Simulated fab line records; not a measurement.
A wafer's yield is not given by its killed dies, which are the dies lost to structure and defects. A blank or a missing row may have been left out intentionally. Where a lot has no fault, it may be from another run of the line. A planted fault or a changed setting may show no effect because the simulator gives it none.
fab line records | flow gf180mcu
[record] lots = 6 wafers = 18 last-day = 34
route steps=602 shown V5@551
lots untouched by any fault: they come from a run of this same line in which no faults occurred
start-h: hours from the record's opening day to when the first of the lot's shown wafers began | wait-h: hours from the lot's prior step to this one | " the same as in the row above | L1.1+2: a row that stands for several wafers | - either no value or no given start | * or withheld: withheld | < > ~ a bound
route shown NAME@n: a module of which the file shows steps, and the number in the route of the first | usual: the fault-free wafers' mean and standard deviation | same: alike in all rows | chamber/n: place in a boat | sites: each site's reading | _std_site: standard deviation of those values | _edge_site: mean of outer sites minus mean of inner sites | radius-mm: for every site, how far away it sits from the centre of the wafer | mask NAME#n: copy n | behind: the tool/chamber that last shaped the wafer | hold: why the lot went on hold/how many hours it stayed there/how the hold came to an end | device: transistor that didn't switch, given as n, p or np | end of line: the tests these same wafers got at the end of their route | step lacking rows: just its recipe | killed: dies lost to structure and defects at the first sort, not the wafer's yield | map: dies across one wafer; x = killed, . = not, _ = none there
set.NAME: the setting the step ran with; set.NAME@STEP: the setting that earlier step ran with | model.NAME: the simulator's own value behind a step, which no gauge read
lots seen at some steps along the route; tables by step, rows by wafer
services: the hour from which a tool's chamber was out of use, counted from the record's first day as start-h (under 0 if before that day), plus the number of hours and why
[[steps]]
[step GF_V5_EXPOSE_11]
[recipe] mask-id = Via5 target-cd-nm = 260 na = 0.68 source-shape = conventional sigma-outer = 0.6 dose-mj = 38
[step GF_V5_PEB_12]
[recipe] peb-temp-c = 135 peb-time-s = 90 resist = KrF
[step GF_V5_DEVELOP_13]
[recipe] develop-time-s = 60 resist = KrF dev-temp-c = 21
[step GF_V5_CD_MEAS_14]
[recipe] target-cd-nm = 260
[usual] cd-nm = 260.1/1.2
// columns lot.wafer tool chamber start-h wait-h cd-nm
L689.1 cd-sem-01 - 673.63 0.1 259.0
L689.2 " - " " 258.8
L689.5 " - " " 259.4
L693.2 cd-sem-01 - 694.07 0.1 259.5
L693.4 " - " " 258.4
L693.5 " - " " 257.5
L695.1 cd-sem-02 - 713.28 0.1 261.0
L695.4 " - " " 261.7
L695.6 " - " " 261.1
L696.1 cd-sem-01 - 715.78 0.1 262.1
L696.2 " - " " 260.8
L696.3 " - " " 261.2
L700.1 cd-sem-02 - 740.50 0.2 258.8
L700.3 " - " " 258.3
L700.4 " - " " 258.6
L706.2 cd-sem-01 - 773.10 0.1 260.5
L706.3 " - " " 260.6
L706.5 " - " " 259.7
[step GF_V5_OVL_MEAS_15]
[usual] V5_OVL = -4/4.2
// columns lot.wafer tool chamber start-h wait-h V5_OVL[nm]
L689.1 overlay-01 - 673.75 0.1 -4
L689.2 " - " " -3
L689.5 " - " " -5
L693.2 overlay-02 - 694.18 0.1 -7
L693.4 " - " " -6
L693.5 " - " " -3
L695.1 overlay-01 - 713.40 0.1 -4
L695.4 " - " " -5
L695.6 " - " " -13
L696.1 overlay-02 - 715.90 0.1 -3
L696.2 " - " " -6
L696.3 " - " " -4
L700.1 overlay-01 - 740.62 0.1 -6
L700.3 " - " " -10
L700.4 " - " " -5
L706.2 overlay-01 - 773.20 0.1 -6
L706.3 " - " " 2
L706.5 " - " " 1
[step GF_V5_ETCH_16]
[recipe] chemistry = N2/H2 target-depth-a = withheld overetch-a = withheld time-s = withheld target = BARC ion-energy-ev = 200 source-w = 500 bias-w = 100 pressure-mtorr = 30 n2-flow-sccm = 100 h2-flow-sccm = 200
[usual] drypump-motor-current-A = 5.9/0.43 oes-product-au = 0.855/0.0047 throttle-valve-pct = 13.226/0.009
// columns lot.wafer tool chamber start-h wait-h drypump-motor-current-A oes-product-au throttle-valve-pct
L689.1 rie-diel-03 1 673.78 0.0 6.2 0.857 13.220
L689.2 " 0 " " 4.9 0.854 13.226
L689.5 " 1 " " 6.1 0.851 13.203
L693.2 rie-diel-02 2 694.21 0.0 5.1 0.853 13.214
L693.4 " 3 " " 5.5 0.859 13.238
L693.5 " 1 " " 5.6 0.863 13.226
L695.1 rie-diel-04 2 713.43 0.0 6.4 0.853 13.240
L695.4 " 0 " " 5.7 0.855 13.229
L695.6 " 1 " " 6.2 0.858 13.214
L696.1 rie-diel-02 0 715.94 0.0 6.1 0.857 13.228
L696.2 " 1 " " 5.7 0.861 13.207
L696.3 " 3 " " 5.4 0.855 13.214
L700.1 rie-diel-04 1 740.65 0.0 6.2 0.861 13.207
L700.3 " 0 " " 5.7 0.845 13.226
L700.4 " 2 " " 6.3 0.848 13.240
L706.2 rie-diel-04 2 773.23 0.0 6.4 0.854 13.248
L706.3 " 3 " " 6.0 0.843 13.230
L706.5 " 0 " " 5.7 0.857 13.231
[step GF_V5_ETCH_17]
[recipe] chemistry = C4F8/O2/Ar mask-material = KrF target = SiO2 stop-on = TiN source-w = 1500 bias-w = 1200 pressure-mtorr = 40 c4f8-flow-sccm = withheld O2_flow_sccm = 6 Ar_flow_sccm = 300 time-s = withheld target-depth-a = 8550
[usual] oes-product-au = 0.860/0.0045
// columns lot.wafer tool chamber start-h wait-h oes-product-au
L689.1 rie-diel-03 1 - - 0.860
L689.2 " 0 " " 0.856
L689.5 " 1 " " 0.855
L693.2 rie-diel-02 2 - - 0.860
L693.4 " 3 " " 0.867
L693.5 " 1 " " 0.860
L695.1 rie-diel-04 2 - - 0.861
L695.4 " 0 " " 0.857
L695.6 " 1 " " 0.859
L696.1 rie-diel-02 0 - - 0.853
L696.2 " 1 " " 0.866
L696.3 " 3 " " 0.861
L700.1 rie-diel-04 1 - - 0.853
L700.3 " 0 " " 0.854
L700.4 " 2 " " 0.852
L706.2 rie-diel-04 2 - - 0.858
L706.3 " 3 " " 0.862
L706.5 " 0 " " 0.861
[step GF_V5_STRIP_18]
[recipe] chemistry = O2/N2 power-w = 1400 pressure-mtorr = 1500 platen-temp-c = 250 o2-flow-sccm = 3000 n2-flow-sccm = 300 overash-fraction = 0.5
[usual] drypump-motor-current-A = 5.7/0.54 heater-power-w = 346/37 oes-product-au = 0.569/0.0046
[same] overash-fraction = 0.5
// columns lot.wafer tool chamber start-h wait-h drypump-motor-current-A heater-power-w oes-product-au rf-hours-counter-h
L689.1 plasma-asher-04 1 673.94 - 6.2 339 0.569 55
L689.2 " 0 " " 5.4 424 0.567 55
L689.5 " 1 " " 6.2 350 0.568 -
L693.2 plasma-asher-02 1 694.36 - 6.3 341 0.568 93
L693.4 " 1 " " 6.3 340 0.565 -
L693.5 " 0 " " 5.1 300 0.573 -
L695.1 plasma-asher-04 1 713.59 - 6.2 360 0.574 59
L695.4 " 1 " " 6.2 358 0.577 -
L695.6 " 1 " " 6.2 344 0.571 -
L696.1 plasma-asher-04 0 716.09 - 5.4 419 0.572 59
L696.2 " 1 " " 6.2 345 0.575 59
L696.3 " 0 " " 5.4 423 0.567 -
L700.1 plasma-asher-02 0 740.81 - 5.1 301 0.565 97
L700.3 " 1 " " 6.3 340 0.570 -
L700.4 " 0 " " 5.1 303 0.573 -
L706.2 plasma-asher-02 0 773.39 - 5.1 312 0.565 101
L706.3 " 1 " " 6.3 339 0.567 -
L706.5 " 0 " " 5.1 311 0.562 -
[step GF_V5_STRIP_19]
[recipe] chemistry = post-etch-residue-remover time-s = 1200 temp-c = 72.5
[step GF_V5_CLEAN_20]
[recipe] chemistry = DIW dry = n2-spin
[step GF_V5_SPUTTER_21]
[recipe] material = Ti target-thk-nm = 15 chamber-pressure-pa = 5 power-w = 2500 substrate-temp-c = 200 time-s = 80.02
[usual] throttle-valve-pct = 29.4/1.3
// columns lot.wafer tool chamber start-h wait-h throttle-valve-pct
L689.1 pvd-sputter-03 - 674.47 0.0 28.4
L689.2 " - " " 27.9
L689.5 " - " " 30.3
L693.2 pvd-sputter-03 - 694.91 0.0 28.0
L693.4 " - " " 31.5
L693.5 " - " " 30.4
L695.1 pvd-sputter-03 - 714.13 0.0 28.3
L695.4 " - " " 31.0
L695.6 " - " " 30.1
L696.1 pvd-sputter-01 - 716.66 0.0 29.4
L696.2 " - " " 29.6
L696.3 " - " " 30.4
L700.1 pvd-sputter-02 - 741.40 0.0 30.7
L700.3 " - " " 30.0
L700.4 " - " " 28.3
L706.2 pvd-sputter-03 - 773.92 0.0 28.7
L706.3 " - " " 31.2
L706.5 " - " " 30.4
[step GF_V5_SPUTTER_22]
[recipe] material = TiN target-thk-nm = 10 chamber-pressure-pa = 5 power-w = 4000 time-s = 40
[usual] throttle-valve-pct = 29.4/1.3
// columns lot.wafer tool chamber start-h wait-h throttle-valve-pct
L689.1 pvd-sputter-03 - 674.53 0.0 28.6
L689.2 " - " " 28.0
L689.5 " - " " 30.4
L693.2 pvd-sputter-03 - 694.97 0.0 28.0
L693.4 " - " " 31.0
L693.5 " - " " 30.5
L695.1 pvd-sputter-03 - 714.19 0.0 28.5
L695.4 " - " " 31.5
L695.6 " - " " 30.2
L696.1 pvd-sputter-01 - 716.72 0.0 29.2
L696.2 " - " " 29.6
L696.3 " - " " 30.6
L700.1 pvd-sputter-02 - 741.47 0.0 30.7
L700.3 " - " " 29.7
L700.4 " - " " 28.1
L706.2 pvd-sputter-03 - 773.98 0.0 28.4
L706.3 " - " " 31.3
L706.5 " - " " 30.1
[step GF_V5_CVD_23]
[recipe] material = W target-thk-nm = 350 time-s = 104.9 temp-c = 400 pressure-torr = 40
[usual] chamber-pressure-Torr = 39.99/0.092 heater-power-outer-w = 562/60 heater-power-w = 899/90
// columns lot.wafer tool chamber start-h wait-h chamber-pressure-Torr heater-power-outer-w heater-power-w
L689.1 cvd-w-01 0 674.57 0.0 40.04 494 794
L689.2 " 1 " " 40.00 644 1016
L689.5 " 0 " " 39.97 486 807
L693.2 cvd-w-02 0 695.01 0.0 39.90 572 893
L693.4 " 1 " " 40.06 568 917
L693.5 " 0 " " 40.00 555 878
L695.1 cvd-w-01 0 714.23 0.0 - - -
L695.4 " 0 " " - - -
L695.6 " 1 " " - - -
L696.1 cvd-w-01 1 716.76 0.0 - - -
L696.2 " 0 " " - - -
L696.3 " 1 " " - - -
L700.1 cvd-w-01 0 741.50 0.0 39.80 486 785
L700.3 " 0 " " 39.97 481 786
L700.4 " 1 " " 40.10 641 1040
L706.2 cvd-w-01 1 774.02 0.0 39.98 624 1028
L706.3 " 0 " " 39.91 495 808
L706.5 " 1 " " 39.90 645 1016
[step GF_V5_RS_MEAS_24]
[recipe] thk-meas-gauge = four-point-probe reads = W_of_V5_CVD_23+TiN_of_V5_SPUTTER_22+Ti_of_V5_SPUTTER_21
[usual] V5_W_RS = 0.327/0.0052
// columns lot.wafer tool chamber start-h wait-h V5_W_RS[ohm/sq]
L689.1 film-metro-03 - 674.68 0.1 0.329
L689.2 " - " " 0.326
L689.5 " - " " 0.333
L693.2 film-metro-03 - 695.15 0.1 0.321
L693.4 " - " " 0.330
L693.5 " - " " 0.323
L695.1 film-metro-01 - 714.34 0.1 43.375
L695.4 " - " " 43.502
L695.6 " - " " 43.287
L696.1 film-metro-04 - 716.87 0.1 44.120
L696.2 " - " " 45.402
L696.3 " - " " 44.799
L700.1 film-metro-04 - 741.62 0.1 0.334
L700.3 " - " " 0.336
L700.4 " - " " 0.327
L706.2 film-metro-04 - 774.15 0.1 0.328
L706.3 " - " " 0.336
L706.5 " - " " 0.332
[step GF_V5_THK_MEAS_25]
[recipe] thk-meas-gauge = xrf reads = W_of_V5_CVD_23
[usual] V5_W_THK = 344/7.2
// columns lot.wafer tool chamber start-h wait-h V5_W_THK[nm]
L689.1 film-metro-03 - 674.80 0.1 339
L689.2 " - " " 343
L689.5 " - " " 335
L693.2 film-metro-03 - 695.26 0.1 347
L693.4 " - " " 337
L693.5 " - " " 345
L695.1 film-metro-01 - 714.46 0.1 <0
L695.4 " - " " <0
L695.6 " - " " -
L696.1 film-metro-04 - 716.99 0.1 <0
L696.2 " - " " <0
L696.3 " - " " -
L700.1 film-metro-04 - 741.74 0.1 343
L700.3 " - " " 335
L700.4 " - " " 346
L706.2 film-metro-04 - 774.26 0.1 342
L706.3 " - " " 332
L706.5 " - " " 336
[step GF_V5_CMP_26]
[recipe] stop-on = SiO2 down-force-psi = 3.5 platen-rpm = 60 t-overpolish-s = 15 target-thk-nm = 0 pad-velocity-m-s = 0.94248
[usual] head-pressure-psi = 3.501/0.0074 motor-current-A = 9.7/1.3 slurry-flow-ml-min = 150.0/0.51 time-to-endpoint-s = 86/4.1
// columns lot.wafer tool chamber start-h wait-h head-pressure-psi motor-current-A slurry-flow-ml-min time-to-endpoint-s
L689.1 cmp-01 3 674.86 0.1 3.501 11.9 150.6 87
L689.2 " 1 " " 3.496 10.7 150.4 87
L689.5 " 0 " " 3.491 8.7 150.1 88
L693.4 cmp-02 2 695.41 0.1 3.493 8.7 150.0 84
L693.2 " 3 " " 3.504 11.7 149.6 93
L693.5 " 1 " " 3.497 9.5 148.8 79
L695.1 cmp-02 0 714.57 0.1 3.506 9.3 150.9 3
L695.4 " 2 " " 3.496 8.6 149.8 3
L695.6 " 0 " " 3.502 9.3 150.8 4
L696.1 cmp-01 0 717.05 0.1 3.509 9.0 149.3 1
L696.2 " 2 " " 3.507 7.6 150.5 2
L696.3 " 3 " " 3.487 11.4 149.8 0
L700.4 cmp-01 0 741.95 0.2 3.492 8.4 150.5 87
L700.3 " 1 " " 3.491 10.7 149.9 81
L700.1 " 2 " " 3.498 7.9 150.1 88
L706.3 cmp-01 1 774.36 0.1 3.511 10.5 149.8 80
L706.2 " 3 " " 3.486 11.7 149.7 82
L706.5 " 0 " " 3.491 8.9 149.8 84
[[services]]
// columns tool chamber start-h hours kind
plasma-asher-02 - 669.60 3.6 repair
rie-diel-02 3 680.01 7.5 repair
rie-diel-04 1 683.26 3.7 repair
pvd-sputter-02 - 684.17 4.9 repair
pvd-sputter-03 - 686.85 4.7 repair
rie-diel-03 - 699.95 0.6 repair
pvd-sputter-02 - 710.40 4.2 repair
plasma-asher-02 - 712.37 15.6 pm
rie-diel-03 0 712.88 8.4 repair
cmp-01 - 718.11 6.2 pm
rie-diel-02 3 718.37 10.0 repair
rie-diel-04 2 719.76 3.6 repair
rie-diel-04 - 720.95 0.9 repair
cvd-w-01 0 725.55 4.2 repair
pvd-sputter-03 - 728.76 0.9 repair
rie-diel-02 2 732.62 6.9 repair
plasma-asher-04 - 738.31 1.8 repair
plasma-asher-04 - 739.87 1.8 repair
cmp-02 - 741.04 4.1 repair
cmp-01 - 747.53 4.0 pm
plasma-asher-04 - 750.71 14.6 pm
pvd-sputter-03 - 752.38 6.5 repair
cmp-01 - 768.28 2.2 repair
rie-diel-02 3 772.63 3.6 repair
[[key]]
[first-sign] step = GF_V5_CVD_23 reading = tool-record direction = missing
[effect] step = GF_V5_RS_MEAS_24 reading = V5_W_RS direction = up sigmas = 99+ usual = 0.327 struck = 44.081
[effect] step = GF_V5_THK_MEAS_25 reading = V5_W_THK direction = down sigmas = 48 usual = 344 struck = <0
[effect] step = GF_V5_CMP_26 reading = time-to-endpoint-s direction = down sigmas = 20 usual = * struck = *
met-at GF_V5_CVD_23
struck-wafers L695.1,L695.4,L695.6,L696.1,L696.2,L696.3
later-rows-left-out L695.1,L695.4,L695.6,L696.1,L696.2,L696.3
sort-left-out L695.1,L695.4,L695.6,L696.1,L696.2,L696.3
onset-between 674.57 714.23
[fault] kind = skipped-step-whole tool = cvd-w-01 chamber = - onset-h = 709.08 steps = GF_V5_CVD_23 scope = struck-lots-only
// sort-left-out: the simulated sort isn't trusted on such a fault, so these wafers' sort isn't shown, and their yield isn't known
// later-rows-left-out: the simulator's readings of these wafers behind a module that went badly wrong aren't trusted and aren't shown, but for the sort
